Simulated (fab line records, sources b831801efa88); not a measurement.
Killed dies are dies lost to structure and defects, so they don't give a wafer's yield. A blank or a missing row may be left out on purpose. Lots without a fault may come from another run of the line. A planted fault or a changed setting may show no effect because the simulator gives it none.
fab line records | flow sky130
record lots=5 wafers=23
route steps=708 shown POLY_GATE@224 LDD_P@261 LDD_HVN@269 LDD_HVP@281 POLY_CUT@310
start_h: hours from the record's first day to the start of the lot's first wafer shown | wait_h: hours since the lot's step before | " the same as in the row above | L1.1+2: a row that stands for several wafers | - no value, or no start given | * or withheld: withheld | < > ~ a bound
route shown NAME@n: a module of which the file shows steps, and the number in the route of the first | usual: mean/standard deviation of fault-free wafers | same: alike in all rows | chamber/n: place in a boat | sites: the reading at each site | _std_site: their standard deviation | _edge_site: outer sites' mean less inner sites' | radius_mm: how far each site lies from the wafer's centre | mask NAME#n: copy n | behind: the tool/chamber that last shaped the wafer | hold: why the lot was held/for how many hours/how that ended | device: the transistor (n, p or np) that didn't switch | end of line: the same wafers' tests at the end of the route | a step without rows: its recipe alone | killed: dies lost to structure and defects at the first sort, not the wafer's yield | map: a wafer's dies, x killed, . not, _ none there
set.NAME: the setting as run; set.NAME@STEP: as run at that earlier step | model.NAME: the simulator's own value behind a step, which no gauge read
lots whose settings were changed on purpose; a table a step, a row a wafer
## steps
# step SKY_POLY_GATE_EXPOSE_10
# recipe mask_id=P1M na=0.68 source_shape=conventional sigma_outer=0.6 target_cd_nm=150 dose_mj=28
# columns lot.wafer tool chamber start_h wait_h mask set.dose_mj
L074.1+3 krf_scanner-01 0 - - P1M#0 28
L074.4+5+6 " 0 " " P1M#0 26.11
L076.2+4+6 krf_scanner-02 0 - - P1M#0 28
L077.1+2 krf_scanner-01 0 - - P1M#0 28
L077.3+4+6 " 0 " " P1M#0 27.18
L079.1+2+3 krf_scanner-01 0 - - P1M#0 29.42
L079.4+5 " 0 " " P1M#0 28
L084.2+3+5 krf_scanner-01 0 - - P1M#0 26.42
L084.4+6 " 0 " " P1M#0 28
# step SKY_POLY_GATE_PEB_11
# recipe peb_temp_c=withheld peb_time_s=withheld resist=KrF-thick
# step SKY_POLY_GATE_DEVELOP_12
# recipe develop_time_s=60 resist=KrF-thick dev_temp_c=21
# step SKY_POLY_GATE_CD_MEAS_13
# recipe target_cd_nm=150
# usual cd_nm=150.1/1.2
# columns lot.wafer tool chamber start_h wait_h set.dose_mj@POLY_GATE_EXPOSE_10 cd_nm
L074.1 cd_sem-01 - 366.56 - 28 149.0
L074.3 " - " " 28 148.8
L074.4 " - " " 26.11 161.7
L074.5 " - " " 26.11 163.1
L074.6 " - " " 26.11 161.9
L076.2 cd_sem-02 - 386.98 - 28 151.6
L076.4 " - " " 28 152.1
L076.6 " - " " 28 152.6
L077.1 cd_sem-02 - 394.66 - 28 148.4
L077.2 " - " " 28 151.0
L077.3 " - " " 27.18 154.9
L077.4 " - " " 27.18 153.5
L077.6 " - " " 27.18 153.9
L079.1 cd_sem-01 - 429.92 - 29.42 140.9
L079.2 " - " " 29.42 140.7
L079.3 " - " " 29.42 139.3
L079.4 " - " " 28 146.4
L079.5 " - " " 28 148.7
L084.2 cd_sem-01 - 468.93 - 26.42 160.0
L084.3 " - " " 26.42 161.4
L084.4 " - " " 28 150.7
L084.5 " - " " 26.42 161.6
L084.6 " - " " 28 150.9
# step SKY_POLY_GATE_ETCH_15
# recipe chemistry=N2/H2 target=BARC ion_energy_ev=200 source_w=517.4 bias_w=100 pressure_mtorr=30 n2_flow_sccm=100 h2_flow_sccm=200 stop_on=SiO2 time_s=118.5 target_depth_a=1100
# columns lot.wafer tool chamber start_h wait_h set.dose_mj@POLY_GATE_EXPOSE_10 model.POLY_GATE.cd_nm
L074.1 rie_diel-01 2 366.72 0.0 28 146.4
L074.3 " 1 " " 28 145.9
L074.4+6 " 0 " " 26.11 161.2
L074.5 " 3 " " 26.11 162.3
L076.2 rie_diel-02 3 387.12 0.0 28 148.8
L076.4 " 1 " " 28 151.6
L076.6 " 1 " " 28 151.4
L077.1 rie_diel-04 2 394.82 0.0 28 145.3
L077.2 " 1 " " 28 148.9
L077.3 " 3 " " 27.18 152.3
L077.4 " 0 " " 27.18 154.9
L077.6 " 3 " " 27.18 152.7
L079.1 rie_diel-02 2 430.08 0.0 29.42 143.3
L079.2 " 0 " " 29.42 139.2
L079.3 " 3 " " 29.42 136.8
L079.4 " 1 " " 28 148.9
L079.5 " 1 " " 28 150.3
L084.2 rie_diel-02 0 469.07 0.0 26.42 157.4
L084.3 " 1 " " 26.42 163.2
L084.4 " 2 " " 28 150.9
L084.5 " 3 " " 26.42 158
L084.6 " 0 " " 28 148.8
# step SKY_POLY_GATE_ETCH_16
# recipe stop_on=poly-Si chemistry=CH3F/O2 target=Si3N4 source_w=400 bias_w=80 pressure_mtorr=25 ch3f_flow_sccm=40 O2_flow_sccm=30 time_s=147.5 target_depth_a=750
# step SKY_POLY_GATE_ETCH_17
# recipe target_depth_nm=180 stop_on=SiO2 over_etch_frac=0.56667 chemistry=HBr/Cl2 target=poly-Si icp_w=400 bias_w=100 pressure_mtorr=10 HBr_flow_sccm=150 Cl2_flow_sccm=50 time_s=70.5
# columns lot.wafer tool chamber start_h wait_h set.dose_mj@POLY_GATE_EXPOSE_10 model.POLY_GATE.cd_nm
L074.1 rie_si-02 1 366.90 0.0 28 146.6
L074.3 " 2 " " 28 147
L074.4 " 1 " " 26.11 161.6
L074.5 " 2 " " 26.11 162.7
L074.6 " 3 " " 26.11 161
L076.2 rie_si-02 3 387.30 0.0 28 148.2
L076.4+6 " 1 " " 28 151.4
L077.1 rie_si-01 3 395.00 0.0 28 143.6
L077.2 " 1 " " 28 146.9
L077.3 " 0 " " 27.18 150.7
L077.4 " 2 " " 27.18 153.4
L077.6 " 1 " " 27.18 150.3
L079.1 rie_si-02 3 430.26 0.0 29.42 143.1
L079.2 " 2 " " 29.42 142.6
L079.3 " 1 " " 29.42 138.1
L079.4 " 0 " " 28 151.9
L079.5 " 2 " " 28 152.8
L084.2 rie_si-02 1 469.25 0.0 26.42 155.8
L084.3 " 2 " " 26.42 164.4
L084.4 " 0 " " 28 152.7
L084.5 " 0 " " 26.42 159.1
L084.6 " 3 " " 28 147.4
# step SKY_POLY_GATE_OXIDATION_20
# recipe temp_c=850 ambient=O2 stabilise_s=600 purge_s=300 target_thk_a=40 ox_time_s=899
# columns lot.wafer tool chamber start_h wait_h set.temp_c model.SiO2_of_POLY_GATE_OXIDATION_20.thk_nm
L074.1 - - - 1.2 874.5 5.348
L074.3 " - " " 874.5 5.377
L074.4 " - " " 874.5 5.397
L074.5 " - " " 874.5 5.354
L074.6 " - " " 874.5 5.413
L076.2 furnace-01 0 388.74 1.2 850 3.928
L076.4 " 0 " " 850 3.952
L076.6 " 0 " " 850 3.886
L077.1 - - - 1.4 850 3.961
L077.2 " - " " 850 3.927
L077.3 " - " " 850 3.999
L077.4 " - " " 850 3.989
L077.6 " - " " 850 4.007
L079.1 - - - 0.7 850 4.051
L079.2 " - " " 850 4.05
L079.3 " - " " 850 4.024
L079.4 " - " " 850 4.063
L079.5 " - " " 850 4.023
L084.2 - - - 0.0 832.1 3.266
L084.3 " - " " 832.1 3.184
L084.4 " - " " 832.1 3.157
L084.5 " - " " 832.1 3.155
L084.6 " - " " 832.1 3.218
# step SKY_POLY_GATE_THK_MEAS_21
# recipe reads=SiO2_of_POLY_GATE_OXIDATION_20
# usual POLY_GATE_OXIDATION_THK=4.01/0.066
# columns lot.wafer tool chamber start_h wait_h set.temp_c@POLY_GATE_OXIDATION_20 POLY_GATE_OXIDATION_THK[nm]
L074.1 film_metro-02 - - - 874.5 5.34
L074.3 " - " " 874.5 5.41
L074.4 " - " " 874.5 5.46
L074.5 " - " " 874.5 5.30
L074.6 " - " " 874.5 5.40
L076.2 film_metro-01 - 390.00 0.0 850 3.90
L076.4 " - " " 850 3.94
L076.6 " - " " 850 3.89
L077.1 film_metro-04 - - - 850 3.95
L077.2 " - " " 850 3.95
L077.3 " - " " 850 3.96
L077.4 " - " " 850 4.02
L077.6 " - " " 850 3.94
L079.1 film_metro-04 - - - 850 4.06
L079.2 " - " " 850 4.05
L079.3 " - " " 850 3.99
L079.4 " - " " 850 4.05
L079.5 " - " " 850 4.07
L084.2 film_metro-04 - - - 832.1 3.24
L084.3 " - " " 832.1 3.16
L084.4 " - " " 832.1 3.20
L084.5 " - " " 832.1 3.13
L084.6 " - " " 832.1 3.24
# step SKY_POLY_GATE_CD_MEAS_22
# usual cd_nm=149.1/3
# columns lot.wafer tool chamber start_h wait_h set.dose_mj@POLY_GATE_EXPOSE_10 cd_nm
L074.1 cd_sem-01 - 369.67 0.1 28 146.3
L074.3 " - " " 28 147.0
L074.4 " - " " 26.11 161.7
L074.5 " - " " 26.11 162.6
L074.6 " - " " 26.11 160.7
L076.2 cd_sem-02 - 390.08 0.1 28 148.5
L076.4 " - " " 28 151.2
L076.6 " - " " 28 151.4
L077.1 cd_sem-02 - 397.88 0.1 28 143.9
L077.2 " - " " 28 147.2
L077.3 " - " " 27.18 150.7
L077.4 " - " " 27.18 153.2
L077.6 " - " " 27.18 150.2
L079.1 cd_sem-01 - 432.46 0.1 29.42 143.4
L079.2 " - " " 29.42 142.6
L079.3 " - " " 29.42 138.2
L079.4 " - " " 28 151.6
L079.5 " - " " 28 152.7
L084.2 cd_sem-01 - 470.80 0.1 26.42 155.8
L084.3 " - " " 26.42 164.3
L084.4 " - " " 28 152.7
L084.5 " - " " 26.42 159.0
L084.6 " - " " 28 147.1
# step SKY_LDD_P_DEVELOP_06
# recipe resist=NOVOLAK developer=TMAH develop_time_s=60 dev_temp_c=23
# columns lot.wafer tool chamber start_h wait_h set.develop_time_s
L074.1+6 litho_track-02 0 429.66 0.1 65.03
L074.3+4+5 " 0 " " 60
L076.2+4+6 litho_track-01 0 451.59 0.1 60
L077.1+2+3+4+6 litho_track-01 0 460.86 0.1 60
L079.1+4 litho_track-02 0 495.56 0.1 60
L079.2+3+5 " 0 " " 65.37
L084.2+4+5 litho_track-01 0 533.84 0.1 65.45
L084.3+6 " 0 " " 60
# step SKY_LDD_P_CD_MEAS_07
# recipe target_cd_nm=380
# usual cd_nm=381/3.6
# columns lot.wafer tool chamber start_h wait_h set.develop_time_s@LDD_P_DEVELOP_06 cd_nm
L074.1 cd_sem-02 - 429.81 0.1 65.03 385
L074.3 " - " " 60 376
L074.4 " - " " 60 376
L074.5 " - " " 60 377
L074.6 " - " " 65.03 386
L076.2 cd_sem-01 - 451.73 0.1 60 389
L076.4 " - " " 60 390
L076.6 " - " " 60 391
L077.1 cd_sem-02 - 461.01 0.1 60 384
L077.2 " - " " 60 381
L077.3 " - " " 60 381
L077.4 " - " " 60 382
L077.6 " - " " 60 381
L079.1 cd_sem-02 - 495.71 0.1 60 375
L079.2 " - " " 65.37 386
L079.3 " - " " 65.37 386
L079.4 " - " " 60 378
L079.5 " - " " 65.37 385
L084.2 cd_sem-02 - 533.98 0.1 65.45 387
L084.3 " - " " 60 379
L084.4 " - " " 65.45 390
L084.5 " - " " 65.45 391
L084.6 " - " " 60 379
# step SKY_LDD_HVN_COAT_02
# recipe resist=NOVOLAK spin_rpm=3000 resist_thk_nm=300
# columns lot.wafer tool chamber start_h wait_h set.resist_thk_nm model.NOVOLAK_of_LDD_HVN_COAT_02.thk_nm
L074.1 litho_track-01 0 446.11 0.1 282.5 282.9
L074.3 " 0 " " 300 299.5
L074.4 " 0 " " 300 299.9
L074.5 " 0 " " 282.5 282.1
L074.6 " 0 " " 282.5 282.3
L076.2 litho_track-02 0 467.34 0.1 300 299
L076.4 " 0 " " 300 299.6
L076.6 " 0 " " 300 299.4
L077.1+6 litho_track-01 0 476.71 0.1 300 302.5
L077.2 " 0 " " 300 302.1
L077.3 " 0 " " 300 302.4
L077.4 " 0 " " 300 301.4
L079.1+5 litho_track-01 0 511.91 0.1 285.6 287
L079.2 " 0 " " 285.6 286.8
L079.3 " 0 " " 300 300.3
L079.4 " 0 " " 300 300.1
L084.2 litho_track-01 0 549.24 0.1 300 299.9
L084.3 " 0 " " 310.1 310.4
L084.4 " 0 " " 300 300.1
L084.5 " 0 " " 310.1 310.6
L084.6 " 0 " " 310.1 311.1
# step SKY_LDD_HVN_IMPLANT_08
# recipe species=P energy_kev=60 dose_cm2=3e+13 tilt_deg=40
# columns lot.wafer tool chamber start_h wait_h set.dose_cm2
L074.1+3+5 implanter-04 0 461.62 0.0 3.183e+13
L074.4+6 " 0 " " 3e+13
L076.2+4+6 implanter-04 0 483.30 0.0 3e+13
L077.1+2+3+4+6 implanter-03 0 492.92 0.0 3e+13
L079.1+2+3+4+5 implanter-03 0 527.15 0.0 3e+13
L084.2+5 implanter-02 0 564.37 0.0 3.154e+13
L084.3+4+6 " 0 " " 3e+13
# step SKY_LDD_HVN_STRIP_09
# recipe chemistry=O2/N2 power_w=1400 pressure_mtorr=1500 platen_temp_c=withheld o2_flow_sccm=3000 n2_flow_sccm=300 overash_fraction=0.5
# usual strip_time_to_endpoint_s=4.141/0.013
# columns lot.wafer tool chamber start_h wait_h set.resist_thk_nm@LDD_HVN_COAT_02 strip_time_to_endpoint_s
L074.1 plasma_asher-01 1 461.77 0.1 282.5 3.911
L074.3 " 1 " " 300 4.131
L074.4 " 0 " " 300 4.135
L074.5 " 1 " " 282.5 3.887
L074.6 " 0 " " 282.5 3.896
L076.2 plasma_asher-04 1 483.42 0.1 300 4.127
L076.4 " 0 " " 300 4.121
L076.6 " 0 " " 300 4.130
L077.1 plasma_asher-01 0 493.07 0.1 300 4.159
L077.2 " 1 " " 300 4.164
L077.3 " 0 " " 300 4.175
L077.4 " 1 " " 300 4.156
L077.6 " 0 " " 300 4.162
L079.1 plasma_asher-01 0 527.30 0.1 285.6 3.973
L079.2 " 1 " " 285.6 3.968
L079.3 " 1 " " 300 4.135
L079.4 " 0 " " 300 4.130
L079.5 " 1 " " 285.6 3.965
L084.2 plasma_asher-01 1 564.50 0.1 300 4.144
L084.3 " 1 " " 310.1 4.277
L084.4 " 0 " " 300 4.136
L084.5 " 1 " " 310.1 4.269
L084.6 " 0 " " 310.1 4.290
# step SKY_LDD_HVN_TW_MEAS_10
# usual LDD_HVN_TW=1423/6.7
# columns lot.wafer tool chamber start_h wait_h set.dose_cm2@LDD_HVN_IMPLANT_08 LDD_HVN_TW
L074.1 film_metro-01 - 461.87 0.1 3.183e+13 1448
L074.3 " - " " 3.183e+13 1449
L074.4 " - " " 3e+13 1430
L074.5 " - " " 3.183e+13 1446
L074.6 " - " " 3e+13 1425
L076.2 film_metro-04 - 483.53 0.1 3e+13 1428
L076.4 " - " " 3e+13 1431
L076.6 " - " " 3e+13 1428
L077.1 film_metro-01 - 493.17 0.1 3e+13 1427
L077.2 " - " " 3e+13 1421
L077.3 " - " " 3e+13 1421
L077.4 " - " " 3e+13 1433
L077.6 " - " " 3e+13 1415
L079.1 film_metro-02 - 527.40 0.1 3e+13 1419
L079.2 " - " " 3e+13 1415
L079.3 " - " " 3e+13 1424
L079.4 " - " " 3e+13 1418
L079.5 " - " " 3e+13 1424
L084.2 film_metro-01 - 564.61 0.1 3.154e+13 1449
L084.3 " - " " 3e+13 1430
L084.4 " - " " 3e+13 1429
L084.5 " - " " 3.154e+13 1453
L084.6 " - " " 3e+13 1432
# step SKY_LDD_HVP_SOFTBAKE_03
# recipe temp_c=90 time_s=60 resist=NOVOLAK
# columns lot.wafer tool chamber start_h wait_h set.temp_c
L074.1+4 litho_track-02 0 477.66 0.1 90
L074.3+5+6 " 0 " " 86.69
L076.2+4+6 litho_track-04 0 498.55 0.1 90
L077.1+2+3 litho_track-04 0 508.57 0.1 87.78
L077.4+6 " 0 " " 90
L079.1+3+4 litho_track-02 0 543.61 0.1 90
L079.2+5 " 0 " " 91.17
L084.2+3+4+5+6 litho_track-03 0 579.11 0.1 90
# step SKY_LDD_HVP_EXPOSE_04
# recipe mask_id=HVPTM na=0.6 source_shape=conventional sigma_outer=0.6 polarization=unpolarized target_cd_nm=700 dose_mj=86
# step SKY_LDD_HVP_PEB_05
# recipe temp_c=withheld time_s=* resist=NOVOLAK
# step SKY_LDD_HVP_DEVELOP_06
# recipe resist=NOVOLAK developer=TMAH develop_time_s=60 dev_temp_c=23
# columns lot.wafer tool chamber start_h wait_h set.temp_c@LDD_HVP_SOFTBAKE_03 model.NOVOLAK_of_LDD_HVP_COAT_02.thk_nm
L074.1 litho_track-04 0 493.22 0.1 90 299.6
L074.3 " 0 " " 86.69 302
L074.4 " 0 " " 90 299
L074.5 " 0 " " 86.69 301.7
L074.6 " 0 " " 86.69 301.8
L076.2 litho_track-03 0 514.16 0.1 90 301.3
L076.4 " 0 " " 90 301.5
L076.6 " 0 " " 90 301.7
L077.1 litho_track-03 0 523.94 0.1 87.78 303.2
L077.2 " 0 " " 87.78 303.9
L077.3 " 0 " " 87.78 303
L077.4 " 0 " " 90 301.5
L077.6 " 0 " " 90 301.9
L079.1 litho_track-02 0 558.36 0.1 90 298.9
L079.2+5 " 0 " " 91.17 298.5
L079.3 " 0 " " 90 299.1
L079.4 " 0 " " 90 299.9
L084.2 litho_track-04 0 593.60 0.1 90 299.9
L084.3+4 " 0 " " 90 299
L084.5 " 0 " " 90 299.6
L084.6 " 0 " " 90 299.8
# step SKY_POLY_CUT_COAT_03
# recipe resist=KrF-thick spin_rpm=3000 resist_thk_nm=450
# columns lot.wafer tool chamber start_h wait_h set.spin_rpm model.KrF-thick_of_POLY_CUT_COAT_03.thk_nm
L074.1 litho_track-02 0 - - 3000 451.3
L074.3 " 0 " " 2860 462.8
L074.4 " 0 " " 3000 450.7
L074.5 " 0 " " 2860 460.8
L074.6 " 0 " " 3000 449.7
L076.2 litho_track-04 0 - - 3000 451.8
L076.4 " 0 " " 3000 450.8
L076.6 " 0 " " 3000 449.4
L077.1 litho_track-02 0 - - 3088 442.7
L077.2 " 0 " " 3000 449.3
L077.3 " 0 " " 3000 449.1
L077.4 " 0 " " 3000 449.4
L077.6 " 0 " " 3088 443.3
L079.1 litho_track-02 0 - - 3000 451.6
L079.2+4 " 0 " " 3159 440.4
L079.3 " 0 " " 3000 451.7
L079.5 " 0 " " 3159 441.3
L084.2 litho_track-02 0 - - 2815 464.4
L084.3 " 0 " " 2815 462.9
L084.4 " 0 " " 3000 448.5
L084.5 " 0 " " 3000 451.9
L084.6 " 0 " " 3000 450.2
# step SKY_POLY_CUT_ETCH_10
# recipe chemistry=N2/H2 target=BARC ion_energy_ev=200 source_w=500 bias_w=100 pressure_mtorr=30 n2_flow_sccm=100 h2_flow_sccm=200 stop_on=SiO2 time_s=45.9 target_depth_a=600
# columns lot.wafer tool chamber start_h wait_h set.source_w set.spin_rpm@POLY_CUT_COAT_03 model.KrF-thick_of_POLY_CUT_COAT_03.thk_nm
L074.1 rie_diel-03 1 557.77 0.0 449.4 3000 410.6
L074.3 " 0 " " 449.4 2860 423.3
L074.4 " 3 " " 449.4 3000 410.3
L074.5 " 1 " " 500 2860 417.3
L074.6 " 2 " " 500 3000 406.5
L076.2 rie_diel-01 1 578.37 0.0 500 3000 409.9
L076.4 " 2 " " 500 3000 407.9
L076.6 " 2 " " 500 3000 406.7
L077.1 rie_diel-01 2 586.93 0.0 500 3088 399.9
L077.2 " 1 " " 457.9 3000 409.6
L077.3 " 0 " " 457.9 3000 408.6
L077.4 " 3 " " 500 3000 406.3
L077.6 " 2 " " 500 3088 400.5
L079.1 rie_diel-04 2 621.12 0.0 500 3000 409.8
L079.2 " 3 " " 500 3159 398.6
L079.3 " 0 " " 500 3000 409.3
L079.4 " 1 " " 500 3159 398.8
L079.5 " 1 " " 500 3159 399.5
L084.2 rie_diel-04 3 655.52 0.0 500 2815 422.3
L084.3 " 1 " " 500 2815 420.7
L084.4 " 0 " " 500 3000 405.4
L084.5 " 0 " " 500 3000 409.1
L084.6 " 1 " " 500 3000 407.9
# step SKY_POLY_CUT_ETCH_11
# recipe target=Si3N4 chemistry=CF4/CH2F2/Ar stop_on=poly-Si source_w=600 bias_w=150 pressure_mtorr=40 cf4_flow_sccm=40 ch2f2_flow_sccm=20 Ar_flow_sccm=150 time_s=42.5 target_depth_a=600
# step SKY_POLY_CUT_STRIP_12
# recipe chemistry=O2/N2 power_w=1400 pressure_mtorr=1500 platen_temp_c=withheld o2_flow_sccm=3000 n2_flow_sccm=300 overash_fraction=0.5
# usual strip_time_to_endpoint_s=5.356/0.017
# columns lot.wafer tool chamber start_h wait_h set.spin_rpm@POLY_CUT_COAT_03 strip_time_to_endpoint_s
L074.1 plasma_asher-01 0 557.85 0.0 3000 5.377
L074.3 " 1 " " 2860 5.511
L074.4 " 0 " " 3000 5.382
L074.5 " 1 " " 2860 5.450
L074.6 " 0 " " 3000 5.329
L076.2 plasma_asher-01 0 578.45 0.0 3000 5.378
L076.4 " 1 " " 3000 5.365
L076.6 " 1 " " 3000 5.347
L077.1 plasma_asher-02 1 587.01 0.0 3088 5.276
L077.2 " 0 " " 3000 5.374
L077.3 " 1 " " 3000 5.354
L077.4 " 0 " " 3000 5.355
L077.6 " 0 " " 3088 5.272
L079.1 plasma_asher-01 0 621.20 0.0 3000 5.371
L079.2 " 1 " " 3159 5.253
L079.3 " 0 " " 3000 5.349
L079.4 " 1 " " 3159 5.266
L079.5 " 0 " " 3159 5.288
L084.2 plasma_asher-02 0 655.60 0.0 2815 5.507
L084.3 " 1 " " 2815 5.483
L084.4 " 0 " " 3000 5.312
L084.5 " 0 " " 3000 5.374
L084.6 " 1 " " 3000 5.353
## key
split step=SKY_POLY_GATE_EXPOSE_10 setting=dose_mj stated=28 by=wafer
response step=SKY_POLY_GATE_CD_MEAS_13 reading=cd_nm change=-1.77 per=1% r=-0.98
response step=SKY_POLY_GATE_ETCH_15 reading=model.POLY_GATE.cd_nm change=-2.03 per=1% r=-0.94
response step=SKY_POLY_GATE_ETCH_17 reading=model.POLY_GATE.cd_nm change=-2.06 per=1% r=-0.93
response step=SKY_POLY_GATE_CD_MEAS_22 reading=cd_nm change=-2.04 per=1% r=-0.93
split step=SKY_POLY_GATE_OXIDATION_20 setting=temp_c stated=850 by=lot
response step=SKY_POLY_GATE_OXIDATION_20 reading=model.SiO2_of_POLY_GATE_OXIDATION_20.thk_nm change=+0.442 per=1% r=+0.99
response step=SKY_POLY_GATE_THK_MEAS_21 reading=POLY_GATE_OXIDATION_THK change=+0.443 per=1% r=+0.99
split step=SKY_LDD_P_DEVELOP_06 setting=develop_time_s stated=60 by=wafer
response step=SKY_LDD_P_CD_MEAS_07 reading=cd_nm change=+1.08 per=1% r=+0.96
split step=SKY_LDD_HVN_COAT_02 setting=resist_thk_nm stated=300 by=wafer
response step=SKY_LDD_HVN_COAT_02 reading=model.NOVOLAK_of_LDD_HVN_COAT_02.thk_nm change=+2.93 per=1% r=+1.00
response step=SKY_LDD_HVN_STRIP_09 reading=strip_time_to_endpoint_s change=* per=1% r=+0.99
split step=SKY_LDD_HVN_IMPLANT_08 setting=dose_cm2 stated=3e+13 by=wafer
response step=SKY_LDD_HVN_TW_MEAS_10 reading=LDD_HVN_TW change=+3.59 per=1% r=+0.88
split step=SKY_LDD_HVP_SOFTBAKE_03 setting=temp_c stated=90 by=wafer
response step=SKY_LDD_HVP_DEVELOP_06 reading=model.NOVOLAK_of_LDD_HVP_COAT_02.thk_nm change=-0.68 per=1% r=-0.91
split step=SKY_POLY_CUT_COAT_03 setting=spin_rpm stated=3000 by=wafer
response step=SKY_POLY_CUT_COAT_03 reading=model.KrF-thick_of_POLY_CUT_COAT_03.thk_nm change=-2.2 per=1% r=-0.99
response step=SKY_POLY_CUT_ETCH_10 reading=model.KrF-thick_of_POLY_CUT_COAT_03.thk_nm change=-2.26 per=1% r=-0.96
response step=SKY_POLY_CUT_STRIP_12 reading=strip_time_to_endpoint_s change=* per=1% r=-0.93
split step=SKY_POLY_CUT_ETCH_10 setting=source_w stated=500 by=wafer
response none clear
